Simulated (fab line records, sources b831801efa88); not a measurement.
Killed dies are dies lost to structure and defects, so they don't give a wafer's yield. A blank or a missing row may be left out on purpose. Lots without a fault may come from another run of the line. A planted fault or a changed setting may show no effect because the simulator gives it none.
fab line records | flow sky130
record lots=12 wafers=36 last_day=49
route steps=708 shown SD_P@330 VIA4@642 PAD_OPEN@708
lots that met no fault: from a run of the same line without faults
start_h: hours from the record's first day to the start of the lot's first wafer shown | wait_h: hours since the lot's step before | " the same as in the row above | L1.1+2: a row that stands for several wafers | - no value, or no start given | * or withheld: withheld | < > ~ a bound
route shown NAME@n: a module of which the file shows steps, and the number in the route of the first | usual: mean/standard deviation of fault-free wafers | same: alike in all rows | chamber/n: place in a boat | sites: the reading at each site | _std_site: their standard deviation | _edge_site: outer sites' mean less inner sites' | radius_mm: how far each site lies from the wafer's centre | mask NAME#n: copy n | behind: the tool/chamber that last shaped the wafer | hold: why the lot was held/for how many hours/how that ended | device: the transistor (n, p or np) that didn't switch | end of line: the same wafers' tests at the end of the route | a step without rows: its recipe alone | killed: dies lost to structure and defects at the first sort, not the wafer's yield | map: a wafer's dies, x killed, . not, _ none there
set.NAME: the setting as run; set.NAME@STEP: as run at that earlier step | model.NAME: the simulator's own value behind a step, which no gauge read
steps of the route over a sample of lots; a table a step, a row a wafer
services: from which hour (start_h, from the record's first day; less than 0 if before it) a tool's chamber was out of use, for how many hours, and why
## steps
# step SKY_SD_P_STRIP_10
# recipe chemistry=O2/N2 power_w=1400 pressure_mtorr=1500 platen_temp_c=withheld o2_flow_sccm=3000 n2_flow_sccm=300 overash_fraction=0.5
# usual chamber_pressure_mTorr=1499.9/1.3 drypump_motor_current_A=5.7/0.57 o2_flow_sccm=2999/9.2 oes_product_au=0.617/0.0041 strip_time_to_endpoint_s=17.49/0.046
# columns lot.wafer tool chamber start_h wait_h chamber_pressure_mTorr drypump_motor_current_A o2_flow_sccm oes_product_au rf_hours_counter_h strip_time_to_endpoint_s
L559.1 plasma_asher-03 1 586.98 0.1 1499.5 5.3 3003 0.613 80 17.52
L559.3 " 1 " " 1500.4 5.3 2991 0.611 - 17.49
L559.5 " 0 " " 1498.6 5.8 3017 0.616 - 17.52
L561.2 plasma_asher-03 0 605.98 0.1 1499.0 5.8 3009 0.609 82 17.50
L561.5 " 1 " " 1500.9 5.3 2997 0.626 - 17.46
L561.6 " 0 " " 1498.7 5.8 2983 0.612 - 17.46
L562.1 plasma_asher-04 0 608.08 0.1 1498.5 6.5 3018 0.614 93 17.45
L562.4 " 1 " " 1499.6 4.7 2991 0.616 - 17.47
L562.6 " 1 " " 1501.8 4.7 2988 0.616 - 17.48
L565.2 plasma_asher-04 1 636.02 0.1 1499.5 4.7 2995 0.615 96 17.47
L565.3 " 1 " " 1501.5 4.7 3001 0.617 - 17.51
L565.5 " 0 " " 1501.0 6.5 3006 0.612 - 17.50
L566.1 plasma_asher-04 1 638.82 0.1 1500.9 4.7 3009 0.615 97 17.55
L566.3 " 1 " " 1499.7 4.7 3021 0.614 - 17.51
L566.6 " 0 " " 1499.9 6.5 2999 0.616 - 17.49
L570.2 plasma_asher-01 1 679.78 0.1 1497.1 5.5 2983 0.620 51 17.55
L570.3 " 0 " " 1500.8 6.2 3004 0.614 - 17.53
L570.6 " 0 " " 1500.5 6.1 2998 0.616 - 17.53
L571.2 plasma_asher-01 0 684.63 0.1 1501.3 6.2 3000 0.620 52 17.51
L571.3 " 0 " " 1500.6 6.2 2997 0.614 - 17.53
L571.5 " 1 " " 1499.5 5.5 2993 0.613 - 17.48
L574.1 plasma_asher-01 1 714.63 0.1 1498.0 5.5 3001 0.613 55 17.51
L574.2 " 0 " " 1498.7 6.2 3011 0.611 55 17.47
L574.4 " 1 " " 1498.6 5.4 2992 0.619 - 17.51
L575.3 plasma_asher-01 1 715.75 0.1 1500.0 5.5 3002 0.623 - 17.47
L575.5 " 0 " " 1501.2 6.1 3005 0.613 - 17.55
L575.6 " 1 " " 1501.4 5.5 2994 0.616 - 17.48
L577.2 plasma_asher-04 1 726.43 0.1 1498.7 4.7 2989 0.617 106 17.48
L577.3 " 0 " " 1500.8 6.5 3011 0.608 - 17.49
L577.6 " 0 " " 1498.3 6.5 2993 0.614 - 17.45
L579.2 plasma_asher-01 0 739.91 0.1 1500.1 6.1 2998 0.617 57 17.40
L579.3 " 0 " " 1500.4 6.2 3010 0.621 - 17.39
L579.4 " 1 " " 1500.0 5.5 3008 0.621 - 17.44
L580.1 plasma_asher-04 1 749.28 0.1 1500.5 4.7 3005 0.609 1 17.47
L580.3 " 0 " " 1498.6 6.5 3007 0.626 - 17.51
L580.5 " 1 " " 1500.6 4.7 3003 0.614 - 17.49
# step SKY_VIA4_BOW_MEAS_03
# recipe mode=bow
# usual VIA4_BOW=79/8.4
# columns lot.wafer tool chamber start_h wait_h VIA4_BOW[um]
L559.1 film_metro-01 - 978.87 0.2 55
L559.3 " - " " 71
L559.5 " - " " 67
L561.2 film_metro-04 - 992.28 0.2 100
L561.5 " - " " 86
L561.6 " - " " 86
L562.1 film_metro-01 - 994.13 0.1 70
L562.4 " - " " 66
L562.6 " - " " 64
L565.2 film_metro-01 - 1020.56 0.1 67
L565.3 " - " " 89
L565.5 " - " " 86
L566.1 film_metro-04 - 1022.35 0.1 67
L566.3 " - " " 78
L566.6 " - " " 73
L570.2 film_metro-02 - 1056.32 0.3 76
L570.3 " - " " 80
L570.6 " - " " 72
L571.2 film_metro-04 - 1059.93 0.3 76
L571.3 " - " " 75
L571.5 " - " " 68
L574.1 film_metro-04 - 1083.25 0.2 78
L574.2 " - " " 90
L574.4 " - " " 93
L575.3 film_metro-01 - 1084.13 0.1 82
L575.5 " - " " 84
L575.6 " - " " 78
L577.2 film_metro-04 - 1089.27 0.2 86
L577.3 " - " " 81
L577.6 " - " " 82
L579.2 film_metro-01 - 1101.99 0.3 89
L579.3 " - " " 92
L579.4 " - " " 73
L580.1 film_metro-02 - 1108.03 0.2 73
L580.3 " - " " 72
L580.5 " - " " 60
# step SKY_VIA4_ETCH_12
# recipe target=SiO2 chemistry=C4F8/O2/Ar stop_on=TiN mask_material=NOVOLAK source_w=1500 bias_w=1200 pressure_mtorr=40 c4f8_flow_sccm=withheld O2_flow_sccm=6 Ar_flow_sccm=300 time_s=withheld target_depth_a=5800
# usual bias_w=1200/4.1 chamber_pressure_mTorr=40.00/0.035 oes_product_au=0.926/0.0045
# columns lot.wafer tool chamber start_h wait_h bias_w chamber_pressure_mTorr oes_product_au
L559.1 rie_diel-01 2 1002.50 0.0 1199 40.05 0.925
L559.3 " 3 " " 1194 39.94 0.931
L559.5 " 1 " " 1200 40.05 0.924
L561.2 rie_diel-04 0 1015.55 0.0 1198 40.02 0.931
L561.5 " 0 " " 1195 40.01 0.927
L561.6 " 3 " " 1199 39.98 0.921
L562.1 rie_diel-01 0 1016.65 0.0 1202 40.02 0.925
L562.4 " 2 " " 1201 39.98 0.917
L562.6 " 1 " " 1196 40.00 0.924
L565.2 rie_diel-02 2 1042.52 0.0 1191 40.05 0.926
L565.3 " 1 " " 1201 40.04 0.928
L565.5 " 1 " " 1199 40.05 0.937
L566.1 rie_diel-04 3 1043.90 0.0 1203 40.01 0.927
L566.3 " 0 " " 1200 40.00 0.922
L566.6 " 1 " " 1198 39.98 0.929
L570.2 rie_diel-01 2 1077.87 0.0 1194 40.02 0.921
L570.3 " 1 " " 1205 40.04 0.925
L570.6 " 1 " " 1206 40.06 0.924
L571.2 rie_diel-04 1 1081.27 0.0 1198 40.00 0.923
L571.3 " 0 " " 1198 39.98 0.930
L571.5 " 1 " " 1204 40.06 0.938
L574.1 rie_diel-02 0 1103.72 0.0 1207 40.04 0.931
L574.2 " 3 " " 1204 39.94 0.928
L574.4 " 1 " " 1197 40.10 0.925
L575.3 rie_diel-01 0 1104.62 0.0 1203 39.98 0.929
L575.5 " 1 " " 1198 40.01 0.936
L575.6 " 0 " " 1204 40.00 0.930
L577.2 rie_diel-01 2 1108.97 0.0 1200 39.93 0.925
L577.3 " 0 " " 1207 39.98 0.922
L577.6 " 3 " " 1200 40.01 0.928
L579.2 rie_diel-01 3 1120.92 0.0 1197 39.93 0.928
L579.3 " 2 " " 1199 40.07 0.929
L579.4 " 1 " " 1200 40.01 0.925
L580.1 rie_diel-02 3 1128.07 0.0 1199 40.01 0.930
L580.3 " 1 " " 1203 39.95 0.927
L580.5 " 1 " " 1201 40.00 0.924
# step SKY_VIA4_SPUTTER_17
# recipe material=TiN target_thk_nm=20 chamber_pressure_pa=5 power_w=4000 time_s=80
# usual chamber_pressure_pa=4.998/0.01 throttle_valve_pct=29.7/0.81
# columns lot.wafer tool chamber start_h wait_h chamber_pressure_pa throttle_valve_pct
L559.1 pvd_sputter-03 - 1003.17 0.0 5.000 29.5
L559.3 " - " " 4.994 30.1
L559.5 " - " " 4.998 30.1
L561.2 pvd_sputter-03 - 1016.22 0.0 4.996 30.6
L561.5 " - " " 4.994 30.1
L561.6 " - " " 4.983 30.6
L562.1 pvd_sputter-02 - 1017.32 0.0 4.991 29.8
L562.4 " - " " 5.005 29.2
L562.6 " - " " 5.015 30.0
L565.2 pvd_sputter-02 - 1043.27 0.0 4.982 29.8
L565.3 " - " " 5.015 29.8
L565.5 " - " " 5.008 30.1
L566.1 pvd_sputter-03 - 1044.66 0.0 5.012 29.2
L566.3 " - " " 5.008 29.9
L566.6 " - " " 5.007 30.0
L570.2 pvd_sputter-03 - 1078.54 0.0 4.992 29.3
L570.3 " - " " 5.002 29.6
L570.6 " - " " 4.989 29.7
L571.2 pvd_sputter-02 - 1081.96 0.0 4.983 30.0
L571.3 " - " " 4.987 29.8
L571.5 " - " " 4.988 29.8
L574.1 pvd_sputter-04 - 1104.39 0.0 5.001 29.5
L574.2 " - " " 4.993 27.5
L574.4 " - " " 5.005 30.8
L575.3 pvd_sputter-03 - 1105.29 0.0 4.990 29.8
L575.5 " - " " 5.006 29.8
L575.6 " - " " 4.999 29.2
L577.2 pvd_sputter-04 - 1109.67 0.0 5.006 27.4
L577.3 " - " " 5.010 30.6
L577.6 " - " " 4.997 30.5
L579.2 pvd_sputter-03 - 1121.58 0.0 4.991 30.7
L579.3 " - " " 4.987 29.2
L579.4 " - " " 5.010 29.6
L580.1 pvd_sputter-02 - 1128.84 0.0 4.997 30.2
L580.3 " - " " 5.003 29.4
L580.5 " - " " 4.993 30.0
# step SKY_PAD_OPEN_PROBE_99
# usual killed_at_M0_to_M3=43/6.4 killed_at_M4_up=2.9/1.7 killed_at_contacts=24/5 killed_at_front_end=15/4 killed_at_other=0.4/0.62 killed_dies=86/9.3 killed_open=47/6.8 killed_short=38/5.8
# same gross_dies=492 killed_at_back_side=0
# columns lot.wafer tool chamber start_h wait_h hold killed_at_M0_to_M3 killed_at_M4_up killed_at_contacts killed_at_front_end killed_at_other killed_dies killed_open killed_short
L559.1 prober-02 - 1072.64 0.1 - 43 4 33 12 0 92 51 40
L559.3 prober-02 - 1072.74 0.2 - 53 4 21 15 1 94 48 46
L559.5 prober-02 - 1072.84 0.2 - 51 1 30 18 0 100 50 49
L561.2 prober-02 - 1085.85 0.1 - 39 4 36 10 0 89 46 43
L561.5 prober-02 - 1086.00 0.2 - 42 1 19 10 0 72 39 32
L561.6 prober-02 - 1086.05 0.2 - 43 1 34 16 0 94 48 46
L562.1 prober-01 - 1087.75 0.1 - 39 3 20 12 0 74 38 36
L562.4 prober-01 - 1087.90 0.2 - 36 5 27 14 2 84 40 43
L562.6 prober-01 - 1088.00 0.2 - 40 4 22 22 1 89 60 29
L565.2 prober-02 - 1109.86 0.1 await_dispo/10.8h/release 45 2 25 13 0 85 42 43
L565.3 prober-02 - 1109.91 0.2 await_dispo/10.8h/release 29 4 16 16 0 65 33 31
L565.5 prober-02 - 1110.01 0.2 await_dispo/10.8h/release 43 3 20 75 0 141 38 47
L566.1 prober-01 - 1111.02 0.1 await_dispo/3.2h/release 59 2 23 10 1 95 47 48
L566.3 prober-01 - 1111.12 0.2 await_dispo/3.2h/release 36 2 23 17 0 78 38 40
L566.6 prober-01 - 1111.27 0.2 await_dispo/3.2h/release 38 2 17 67 3 127 45 31
L570.2 prober-02 - 1141.90 0.1 - 44 0 22 13 0 79 39 40
L570.3 prober-02 - 1141.95 0.2 - 38 3 21 10 0 72 45 27
L570.6 prober-02 - 1142.10 0.2 - 34 3 24 10 1 72 37 34
L571.2 prober-01 - 1144.85 0.1 - 49 5 22 17 0 93 51 42
L571.3 prober-01 - 1144.90 0.2 - 35 5 22 19 0 81 46 35
L571.5 prober-01 - 1145.00 0.2 - 44 2 26 11 0 83 47 35
L574.1 prober-02 - 1165.65 0.1 - 40 1 20 16 0 77 44 33
L574.2 prober-02 - 1165.70 0.1 - 38 2 26 19 0 85 46 39
L574.4 prober-02 - 1165.80 0.2 - 43 1 22 21 0 87 49 38
L575.3 prober-01 - 1167.07 0.2 - 37 3 33 9 0 82 47 35
L575.5 prober-01 - 1167.17 0.2 - 39 2 19 11 1 72 35 36
L575.6 prober-01 - 1167.22 0.2 - 39 6 23 16 0 84 46 36
L577.2 prober-02 - 1168.81 0.1 - 46 2 31 12 0 91 54 37
L577.3 prober-02 - 1168.86 0.2 - 40 4 27 12 1 84 48 36
L577.6 prober-02 - 1169.01 0.2 - 46 2 21 17 0 86 45 40
L579.2 prober-01 - 1180.45 0.1 - 48 3 27 17 0 95 47 46
L579.3 prober-01 - 1180.50 0.2 - 47 2 27 16 1 93 59 34
L579.4 prober-01 - 1180.55 0.2 - 53 1 34 21 0 109 67 39
L580.1 prober-02 - 1185.49 0.1 - 30 1 17 13 0 61 38 23
L580.3 prober-02 - 1185.59 0.2 - 29 3 25 19 1 77 40 37
L580.5 prober-02 - 1185.69 0.2 - 46 2 29 21 0 98 58 40
# killed by level:class
L559.1 LI_CONTACT:geometric_particle:open=10 VIA3:geometric_particle:open=10 CONTACT:geometric_particle:open=9 LI_CONTACT:geometric_particle:short=8 VIA1:geometric_particle:open=8 METAL1:geometric_particle:short=5 CONTACT:geometric_particle:short=4 VIA2:geometric_particle:open=4
L559.3 VIA1:geometric_particle:open=10 VIA2:geometric_particle:open=10 LI_CONTACT:geometric_particle:short=9 VIA3:geometric_particle:open=8 CONTACT:geometric_particle:open=6 VIA3:geometric_particle:short=5 VIA1:geometric_particle:short=5 VIA2:geometric_particle:short=5
L559.5 VIA1:geometric_particle:open=10 METAL1:geometric_particle:short=9 VIA3:geometric_particle:open=9 CONTACT:geometric_particle:open=8 LI_CONTACT:geometric_particle:open=6 VIA2:geometric_particle:open=6 CONTACT:geometric_particle:short=6 LOCAL_INTERCONNECT:geometric_particle:short=5
L561.2 CONTACT:geometric_particle:open=12 LOCAL_INTERCONNECT:geometric_particle:short=8 VIA1:geometric_particle:open=8 CONTACT:geometric_particle:short=6 VIA3:geometric_particle:open=6 VIA3:geometric_particle:short=6 VIA2:geometric_particle:open=5 LOCAL_INTERCONNECT:geometric_particle:open=4
L561.5 VIA1:geometric_particle:open=10 VIA3:geometric_particle:open=6 LI_CONTACT:geometric_particle:open=5 LOCAL_INTERCONNECT:geometric_particle:short=5 VIA2:geometric_particle:open=5 METAL1:geometric_particle:short=4 METAL3:geometric_particle:short=3 CONTACT:geometric_particle:short=3
L561.6 LI_CONTACT:geometric_particle:open=13 CONTACT:geometric_particle:open=12 VIA1:geometric_particle:short=10 VIA1:geometric_particle:open=8 METAL2:geometric_particle:short=8 FIELD_ISO:geometric_particle:short=5 LOCAL_INTERCONNECT:geometric_particle:short=4 FIELD_ISO:geometric_particle:open=3
L562.1 VIA1:geometric_particle:open=10 CONTACT:geometric_particle:open=9 METAL2:geometric_particle:short=7 METAL1:geometric_particle:short=6 VIA3:geometric_particle:open=5 LI_CONTACT:geometric_particle:open=5 LI_CONTACT:geometric_particle:short=4 FIELD_ISO:geometric_particle:short=3
L562.4 LI_CONTACT:geometric_particle:open=11 CONTACT:geometric_particle:open=7 VIA2:geometric_particle:open=6 POLY_GATE:geometric_particle:short=5 VIA3:geometric_particle:short=5 METAL2:geometric_particle:short=4 METAL1:geometric_particle:short=4 VIA2:geometric_particle:short=4
L562.6 CONTACT:geometric_particle:open=10 VIA1:geometric_particle:open=9 FIELD_ISO:geometric_particle:open=8 VIA2:geometric_particle:open=6 LI_CONTACT:geometric_particle:open=5 VIA1:geometric_particle:short=5 VIA3:geometric_particle:open=5 METAL3:geometric_particle:open=4
L565.2 METAL2:geometric_particle:short=11 CONTACT:geometric_particle:open=10 VIA1:geometric_particle:open=9 LOCAL_INTERCONNECT:geometric_particle:short=6 FIELD_ISO:geometric_particle:short=5 POLY_GATE:geometric_particle:open=5 VIA2:geometric_particle:open=5 LI_CONTACT:geometric_particle:open=4
L565.3 VIA3:geometric_particle:open=9 CONTACT:geometric_particle:open=7 VIA1:geometric_particle:open=7 FIELD_ISO:geometric_particle:open=4 METAL2:geometric_particle:short=4 METAL3:geometric_particle:short=4 FIELD_ISO:geometric_particle:short=3 LI_CONTACT:geometric_particle:short=3
L565.5 SD_P:unspecified=55 METAL2:geometric_particle:short=8 VIA2:geometric_particle:open=7 VIA1:geometric_particle:open=7 FIELD_ISO:geometric_particle:short=5 VIA3:geometric_particle:open=5 LI_CONTACT:geometric_particle:open=5 CONTACT:geometric_particle:open=5
L566.1 VIA1:geometric_particle:open=14 LI_CONTACT:geometric_particle:open=9 METAL2:geometric_particle:short=8 METAL1:geometric_particle:short=7 VIA1:geometric_particle:short=7 VIA2:geometric_particle:open=7 CONTACT:geometric_particle:short=6 VIA3:geometric_particle:open=5
L566.3 VIA1:geometric_particle:open=8 VIA2:geometric_particle:open=8 LOCAL_INTERCONNECT:geometric_particle:short=6 CONTACT:geometric_particle:open=6 FIELD_ISO:geometric_particle:open=5 FIELD_ISO:geometric_particle:short=5 CONTACT:geometric_particle:short=5 METAL1:geometric_particle:short=4
L566.6 SD_P:unspecified=51 VIA1:geometric_particle:open=10 CONTACT:geometric_particle:open=6 METAL1:geometric_particle:short=6 VIA3:geometric_particle:open=6 VIA2:geometric_particle:open=6 LI_CONTACT:geometric_particle:open=5 LOCAL_INTERCONNECT:geometric_particle:short=5
L570.2 VIA1:geometric_particle:open=15 METAL1:geometric_particle:short=12 POLY_GATE:geometric_particle:short=6 CONTACT:geometric_particle:open=6 CONTACT:geometric_particle:short=5 LOCAL_INTERCONNECT:geometric_particle:short=4 LI_CONTACT:geometric_particle:open=4 METAL2:geometric_particle:short=3
L570.3 VIA1:geometric_particle:open=12 CONTACT:geometric_particle:open=9 VIA2:geometric_particle:open=6 METAL1:geometric_particle:short=5 METAL2:geometric_particle:short=4 LI_CONTACT:geometric_particle:open=4 CONTACT:geometric_particle:short=4 FIELD_ISO:geometric_particle:open=3
L570.6 CONTACT:geometric_particle:open=9 METAL2:geometric_particle:short=7 LI_CONTACT:geometric_particle:open=5 METAL1:geometric_particle:short=5 VIA2:geometric_particle:open=5 VIA3:geometric_particle:open=5 FIELD_ISO:geometric_particle:short=4 LOCAL_INTERCONNECT:geometric_particle:short=4
L571.2 VIA1:geometric_particle:open=13 CONTACT:geometric_particle:open=10 LI_CONTACT:geometric_particle:open=9 METAL1:geometric_particle:short=8 METAL2:geometric_particle:short=8 VIA3:geometric_particle:open=6 POLY_GATE:geometric_particle:short=5 METAL4:geometric_particle:short=5
L571.3 LI_CONTACT:geometric_particle:open=8 CONTACT:geometric_particle:open=8 VIA1:geometric_particle:short=8 FIELD_ISO:geometric_particle:open=6 VIA1:geometric_particle:open=6 POLY_GATE:geometric_particle:open=5 VIA2:geometric_particle:open=5 FIELD_ISO:geometric_particle:short=4
L571.5 VIA1:geometric_particle:open=10 CONTACT:geometric_particle:open=9 LI_CONTACT:geometric_particle:open=7 VIA2:geometric_particle:open=7 METAL2:geometric_particle:short=5 VIA3:geometric_particle:open=5 CONTACT:geometric_particle:short=4 VIA2:geometric_particle:short=4
L574.1 CONTACT:geometric_particle:open=9 VIA2:geometric_particle:open=7 FIELD_ISO:geometric_particle:open=5 VIA3:geometric_particle:short=5 LOCAL_INTERCONNECT:geometric_particle:short=5 METAL1:geometric_particle:short=5 POLY_GATE:geometric_particle:open=4 VIA1:geometric_particle:open=4
L574.2 METAL2:geometric_particle:short=10 LI_CONTACT:geometric_particle:open=9 FIELD_ISO:geometric_particle:open=8 VIA1:geometric_particle:open=7 LOCAL_INTERCONNECT:geometric_particle:short=6 CONTACT:geometric_particle:open=6 VIA2:geometric_particle:open=5 VIA3:geometric_particle:open=4
L574.4 VIA1:geometric_particle:open=9 LI_CONTACT:geometric_particle:open=8 METAL1:geometric_particle:short=8 CONTACT:geometric_particle:open=7 VIA1:geometric_particle:short=6 FIELD_ISO:geometric_particle:short=5 FIELD_ISO:geometric_particle:open=5 POLY_GATE:geometric_particle:open=5
L575.3 CONTACT:geometric_particle:open=16 CONTACT:geometric_particle:short=7 VIA1:geometric_particle:open=7 VIA1:geometric_particle:short=6 METAL2:geometric_particle:short=6 VIA3:geometric_particle:open=6 LI_CONTACT:geometric_particle:open=5 METAL1:geometric_particle:short=4
L575.5 VIA3:geometric_particle:open=9 CONTACT:geometric_particle:open=6 FIELD_ISO:geometric_particle:open=5 METAL2:geometric_particle:short=5 LI_CONTACT:geometric_particle:open=4 CONTACT:geometric_particle:short=4 METAL1:geometric_particle:short=4 VIA2:geometric_particle:short=4
L575.6 CONTACT:geometric_particle:open=11 VIA1:geometric_particle:open=10 POLY_GATE:geometric_particle:short=6 LI_CONTACT:geometric_particle:open=6 VIA3:geometric_particle:open=6 METAL1:geometric_particle:short=5 CONTACT:geometric_particle:short=4 VIA1:geometric_particle:short=4
L577.2 VIA1:geometric_particle:open=14 CONTACT:geometric_particle:open=9 METAL2:geometric_particle:short=8 FIELD_ISO:geometric_particle:open=6 LI_CONTACT:geometric_particle:open=6 LOCAL_INTERCONNECT:geometric_particle:short=6 CONTACT:geometric_particle:short=6 METAL1:geometric_particle:short=6
L577.3 VIA1:geometric_particle:open=13 METAL1:geometric_particle:short=9 CONTACT:geometric_particle:open=8 LI_CONTACT:geometric_particle:open=7 LI_CONTACT:geometric_particle:short=5 CONTACT:geometric_particle:short=5 VIA3:geometric_particle:open=4 FIELD_ISO:geometric_particle:open=3
L577.6 VIA1:geometric_particle:open=12 CONTACT:geometric_particle:short=7 METAL2:geometric_particle:short=7 POLY_GATE:geometric_particle:open=5 CONTACT:geometric_particle:open=5 VIA2:geometric_particle:short=4 VIA2:geometric_particle:open=4 VIA3:geometric_particle:open=4
L579.2 VIA1:geometric_particle:open=17 VIA1:geometric_particle:short=10 LI_CONTACT:geometric_particle:open=9 FIELD_ISO:geometric_particle:short=7 CONTACT:geometric_particle:open=6 METAL1:geometric_particle:short=5 METAL3:geometric_particle:short=4 LOCAL_INTERCONNECT:geometric_particle:short=4
L579.3 VIA1:geometric_particle:open=16 CONTACT:geometric_particle:open=11 LI_CONTACT:geometric_particle:open=10 FIELD_ISO:geometric_particle:short=7 VIA2:geometric_particle:open=7 VIA1:geometric_particle:short=5 VIA3:geometric_particle:open=5 METAL1:geometric_particle:short=4
L579.4 VIA1:geometric_particle:open=16 LI_CONTACT:geometric_particle:open=14 VIA2:geometric_particle:open=9 VIA3:geometric_particle:open=9 CONTACT:geometric_particle:open=7 FIELD_ISO:geometric_particle:short=6 METAL2:geometric_particle:short=6 FIELD_ISO:geometric_particle:open=5
L580.1 CONTACT:geometric_particle:open=8 VIA1:geometric_particle:open=6 VIA2:geometric_particle:open=6 VIA3:geometric_particle:open=5 FIELD_ISO:geometric_particle:short=4 LOCAL_INTERCONNECT:geometric_particle:short=4 FIELD_ISO:geometric_particle:open=3 METAL1:geometric_particle:short=3
L580.3 CONTACT:geometric_particle:open=12 VIA1:geometric_particle:open=7 CONTACT:geometric_particle:short=5 LI_CONTACT:geometric_particle:open=4 METAL1:geometric_particle:short=4 VIA3:geometric_particle:open=4 FIELD_ISO:geometric_particle:short=3 FIELD_ISO:geometric_particle:open=3
L580.5 VIA1:geometric_particle:open=14 CONTACT:geometric_particle:open=11 VIA1:geometric_particle:short=7 VIA2:geometric_particle:open=7 FIELD_ISO:geometric_particle:short=6 CONTACT:geometric_particle:short=6 FIELD_ISO:geometric_particle:open=5 VIA3:geometric_particle:open=5
## services
# columns tool chamber start_h hours kind
pvd_sputter-03 - 593.44 2.7 repair
pvd_sputter-03 - 602.52 39.4 repair
plasma_asher-01 - 606.77 4.9 repair
pvd_sputter-03 - 613.06 0.7 repair
plasma_asher-04 - 683.13 2.8 pm
plasma_asher-04 - 733.75 9.0 pm
rie_diel-01 - 757.49 0.4 repair
rie_diel-01 - 778.39 1.7 repair
plasma_asher-04 - 784.45 4.2 repair
pvd_sputter-03 - 825.22 1.5 repair
rie_diel-01 1 842.13 5.8 repair
rie_diel-01 2 847.86 9.0 repair
rie_diel-01 3 858.14 7.4 repair
rie_diel-01 1 871.64 2.4 repair
pvd_sputter-03 - 873.51 0.6 repair
rie_diel-01 2 951.73 6.9 repair
rie_diel-01 0 963.75 8.9 repair
rie_diel-01 - 974.22 2.8 pm
rie_diel-01 1 990.16 4.0 repair
pvd_sputter-03 - 1021.75 1.5 repair
pvd_sputter-03 - 1028.50 13.4 repair
pvd_sputter-03 - 1092.90 6.0 repair
rie_diel-01 1 1106.51 7.0 repair
rie_diel-01 - 1126.15 0.3 repair
## key
first_sign step=SKY_PAD_OPEN_PROBE_99 reading=killed_at_front_end direction=up sigmas=14 usual=15 struck=71
effect step=SKY_PAD_OPEN_PROBE_99 reading=killed_dies direction=up sigmas=5.2 usual=86 struck=134
met_at SKY_SD_P_STRIP_10
struck_lots L565,L566
struck_wafers L565.5,L566.6
tester_left_out L565,L566
not_acting_at SKY_VIA4_BOW_MEAS_03,SKY_VIA4_ETCH_12,SKY_VIA4_SPUTTER_17
onset_between 608.08 636.02
fault kind=chamber_particle_source tool=plasma_asher-04 chamber=0 onset_h=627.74 steps=SKY_SD_P_STRIP_10 rate_per_visit_cm2=0.91328 end_h=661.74
# tester_left_out: of these lots the tester's yield and bins aren't shown, on N5 and GAA mostly nor the transistor test; their killed dies are dies lost to structure and defects alone, not to doping, threshold or leakage, so they don't give the yield
